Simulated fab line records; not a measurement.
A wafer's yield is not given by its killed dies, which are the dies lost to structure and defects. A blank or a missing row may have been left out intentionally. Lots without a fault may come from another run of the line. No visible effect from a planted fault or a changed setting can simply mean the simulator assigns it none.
Which tool is to blame?    flow sky130    12 lots, 36 wafers sampled, at 4 steps of a route of 708

== WHAT THE GAUGES READ, wafer by wafer ==
SKY_POLY_GATE_THK_MEAS_21. Usual: for POLY_GATE_OXIDATION_THK the level is 4.01 nm and the standard deviation is 0.089.
lot   measured      on             POLY_GATE_OXIDATION_THK (nm)  flag
L280  day 16 15:09  film metro-03  4.20 4.14 4.11                
L281  day 16 20:30  film metro-02  4.11 4.17 4.12                
L286  day 19 04:02  film metro-01  4.08 4.04 4.07                
L287  day 19 09:56  film metro-01  3.87 3.84 3.80                
L291  day 21 05:52  film metro-03  3.91 3.94 3.92                
L292  day 21 15:52  film metro-01  4.02 4.00 3.96                
L297  day 23 04:20  film metro-02  4.03 4.03 4.00                
L296  day 23 04:50  film metro-02  4.02 4.04 4.06                
L294  day 23 05:34  film metro-03  4.16 4.04 4.18                
L298  day 23 10:23  film metro-02  4.04 3.94 4.02                
L300  day 23 20:31  film metro-01  4.01 3.94 4.00                
L302  day 24 19:03  film metro-03  4.06 4.01 4.13                

SKY_SD_P_CD_MEAS_07 targets a cd of 380 nm. Usual: cd nm 381.3 nm, standard deviation 2.4.
lot   measured      on         cd nm (nm)         flag
L280  day 25 12:25  cd sem-02  380.5 378.8 380.5  
L281  day 25 19:19  cd sem-01  378.6 379.1 379.4  
L291  day 29 23:04  cd sem-01  379.2 382.0 381.7  
L292  day 30 07:14  cd sem-02  378.5 379.5 380.5  
L297  day 31 15:22  cd sem-02  378.1 381.0 380.3  
L296  day 31 17:10  cd sem-01  384.1 383.4 380.2  
L294  day 31 19:13  cd sem-01  381.1 382.2 379.8  
L298  day 32 00:44  cd sem-01  383.0 384.5 384.9  
L300  day 32 08:11  cd sem-02  385.9 383.6 382.7  
L302  day 33 05:34  cd sem-02  381.1 379.7 380.0  

== EACH LOT AND THE TOOL THAT RAN IT (in order: tool; ch and the chambers of the sampled wafers; start) ==
lot   SKY_LDD_N_STRIP_16                    SKY_POLY_CUT_STRIP_12
L280  plasma asher-03 ch 0,1, day 17 20:44  plasma asher-01 ch 1, day 24 07:40
L281  plasma asher-01 ch 0,1, day 18 02:34  plasma asher-01 ch 0,1, day 24 14:22
L286  plasma asher-02 ch 0,1, day 20 11:52  plasma asher-03 ch 0,1, day 26 21:43
L287  plasma asher-03 ch 0,1, day 20 17:52  plasma asher-04 ch 0,1, day 27 02:22
L291  plasma asher-02 ch 0,1, day 22 13:26  plasma asher-03 ch 0,1, day 28 19:01
L292  plasma asher-01 ch 0,1, day 22 23:40  plasma asher-03 ch 0,1, day 29 03:52
L297  plasma asher-01 ch 0,1, day 24 10:37  plasma asher-01 ch 0,1, day 30 11:53
L296  plasma asher-01 ch 0,1, day 24 11:53  plasma asher-03 ch 0,1, day 30 13:58
L294  plasma asher-03 ch 0,1, day 24 12:10  plasma asher-04 ch 0,1, day 30 15:53
L298  plasma asher-03 ch 0,1, day 24 17:01  plasma asher-03 ch 0,1, day 30 21:08
L300  plasma asher-02 ch 0,1, day 25 03:05  plasma asher-01 ch 0,1, day 31 04:53
L302  plasma asher-03 ch 0,1, day 26 02:04  plasma asher-03 ch 0,1, day 32 02:17
- SKY_LDD_N_STRIP_16: strips in O2/N2.
- SKY_POLY_CUT_STRIP_12: strips in O2/N2.

== AS READ BY THE TOOLS THEMSELVES (means over the sampled wafers that have a number; for cases with no such wafer, the mark the record gives instead) ==
SKY_LDD_N_STRIP_16. Usual: chamber pressure mTorr 1500.2 mTorr, standard deviation 1.2; drypump motor current A 5.7 A, standard deviation 0.47; oes product au 0.406 a.u., standard deviation 0.0054; strip time to endpoint s 4.312 s, standard deviation 0.016.
lot   tool             chamber pressure mTorr (mTorr)  drypump motor current A (A)  oes product au (a.u.)  strip time to endpoint s (s)  flag
L280  plasma asher-03  1500.1                          6.0                          0.406                  4.290                         
L281  plasma asher-01  1499.5                          5.7                          0.407                  4.327                         
L286  plasma asher-02  1500.7                          5.1                          0.409                  4.325                         
L287  plasma asher-03  1500.2                          6.2                          0.405                  4.316                         
L291  plasma asher-02  1501.7                          5.2                          0.407                  4.305                         
L292  plasma asher-01  1500.2                          5.9                          0.404                  4.303                         
L297  plasma asher-01  1499.9                          5.9                          0.405                  4.323                         
L296  plasma asher-01  1499.6                          5.9                          0.406                  4.315                         
L294  plasma asher-03  1498.6                          6.0                          0.407                  4.325                         
L298  plasma asher-03  1501.0                          6.1                          0.412                  4.309                         
L300  plasma asher-02  1498.6                          5.2                          0.406                  4.323                         
L302  plasma asher-03  1500.2                          6.0                          0.404                  4.311                         

SKY_POLY_CUT_STRIP_12. Usual: chamber pressure mTorr 1500.0 mTorr, standard deviation 1.4; drypump motor current A 6.0 A, standard deviation 0.35; oes product au 0.452 a.u., standard deviation 0.0042; strip time to endpoint s 5.351 s, standard deviation 0.02.
lot   tool             chamber pressure mTorr (mTorr)  drypump motor current A (A)  oes product au (a.u.)  strip time to endpoint s (s)  flag
L280  plasma asher-01  1499.0                          6.2                          0.449                  5.351                         
L281  plasma asher-01  1499.6                          5.9                          0.456                  5.376                         
L286  plasma asher-03  -                               -                            -                      -                             OFF
L287  plasma asher-04  -                               -                            -                      -                             OFF
L291  plasma asher-03  1500.1                          6.2                          0.452                  5.350                         
L292  plasma asher-03  1498.7                          6.2                          0.451                  5.343                         
L297  plasma asher-01  1499.9                          5.9                          0.455                  5.354                         
L296  plasma asher-03  1499.9                          6.0                          0.451                  5.334                         
L294  plasma asher-04  1500.8                          6.0                          0.453                  5.337                         
L298  plasma asher-03  1498.6                          6.0                          0.449                  5.352                         
L300  plasma asher-01  1501.0                          5.7                          0.453                  5.362                         
L302  plasma asher-03  1499.2                          6.2                          0.454                  5.363                         

== THE ANSWER, worked out from the rows above alone ==
Rule: a lot is off if the mean of its wafers that have a number lies more than 3 standard deviations from the usual mean. Also off: a lot with no number at a reading for which 4 or more lots have one. All remaining lots with rows at the step are treated as sound. The gauges are gone through in route order, then the tools' own readings, and for those a lot's mean is taken as printed above. The first step at which some lot is off is used, and at that step the reading that is off furthest; a lot without a number counts as furthest.
Off: L286, L287 (SKY_POLY_CUT_STRIP_12, chamber pressure mTorr). Without a number there: L286, L287.
If a tool, at that step or one of the process steps before it, ran each lot that is off and ran no sound lot following the first of them, it fits. Of those tried, none fits.

== WHAT THE SIMULATOR HAD PUT IN ==
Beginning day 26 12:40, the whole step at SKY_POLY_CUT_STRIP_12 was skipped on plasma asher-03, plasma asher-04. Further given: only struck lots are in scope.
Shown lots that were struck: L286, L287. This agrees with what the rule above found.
